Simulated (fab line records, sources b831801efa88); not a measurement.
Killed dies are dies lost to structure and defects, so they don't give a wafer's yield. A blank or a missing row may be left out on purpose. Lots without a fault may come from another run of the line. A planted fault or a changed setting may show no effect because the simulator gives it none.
Problem report in the 8D (eight disciplines) form, filled by code | flow sky130 | the parts of the form that need people (team, actions taken, sign-off) are left out

1. THE PROBLEM
run_length_s at SKY_LOCAL_INTERCONNECT_SOFTBAKE_07 reads a mean of 145.82 s on 3 wafers of 3 lots; wafers without a fault read 119.06 s with a standard deviation of 0.17. That is +99 or more standard deviations from the usual mean.
The step: time 90 s.
First seen on wafer L139.6, day 36 18:00, on litho_track-01. The record holds 42 wafers of 14 lots with a number at this step. Rule for "out", or "out of limits": more than 4 standard deviations from the usual mean. The other wafers with a number count as sound.

2. WHAT IT IS AND WHAT IT IS NOT
question                    | is                     | is not
which readings at this step | run_length_s           | -
which lots                  | L139, L140, L141       | L120, L122, L123, L125, L127, L128, L129, L130, L135, L142, L143
which wafers of those lots  | L139.6, L140.6, L141.6 | L139.2, L139.3, L140.2, L140.3, L141.2, L141.3
read on which tools         | litho_track-01         | litho_track-02, litho_track-03
when                        | from day 36 18:00      | up to then (29 sound wafers); but 10 sound wafers of L140, L141, L142, L143 came after

3. SUSPECTS, AND WHAT RULES EACH OUT
Counting: a tool at a process step up to the reading stays a suspect if it ran every lot that is out. Sound lots after the first of them don't rule it out here, since some wafers of a struck lot are sound.
- litho_track-01 at SKY_LOCAL_INTERCONNECT_SOFTBAKE_07 (time 90 s): kept. It ran every lot that is out, first L139 (day 36 18:00); its last sound lot up to then is L135 (day 35 12:00). Its own readings are out on those wafers: run_length_s.
Left after counting: litho_track-01 at SKY_LOCAL_INTERCONNECT_SOFTBAKE_07.

4. THE CAUSE (what the simulator had put in)
Process parameter drift: litho_track-01, from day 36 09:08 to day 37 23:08, at SKY_LOCAL_INTERCONNECT_SOFTBAKE_07. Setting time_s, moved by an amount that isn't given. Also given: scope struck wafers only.
Counting left only this tool.

5. THE CHAIN OF EFFECTS, in route order
Each row: a reading whose mean over the struck wafers that have a number lies more than 3 standard deviations from the usual. Only readings for which the record gives a usual standard deviation are gone through. hours: the time from each lot's start at the first step in this table that gives one to its start at this step, as a median over the lots. sigmas: the change in usual standard deviations.
hours | step                               | reading      | usual    | on struck wafers | change | sigmas
0     | SKY_LOCAL_INTERCONNECT_SOFTBAKE_07 | run_length_s | 119.06 s | 145.82           | +26.76 | +99 or more
The process steps in it:
- SKY_LOCAL_INTERCONNECT_SOFTBAKE_07: time 90 s.
Later measuring or inspecting steps at which every struck wafer that the step has a row for has a number for every such reading, and none has moved that far: SKY_CONTACT_BOW_MEAS_05.

6. WHAT WOULD HAVE CAUGHT IT SOONER
In this record the first reading out of limits was taken at day 36 18:00, 9 hours after the fault began at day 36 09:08.
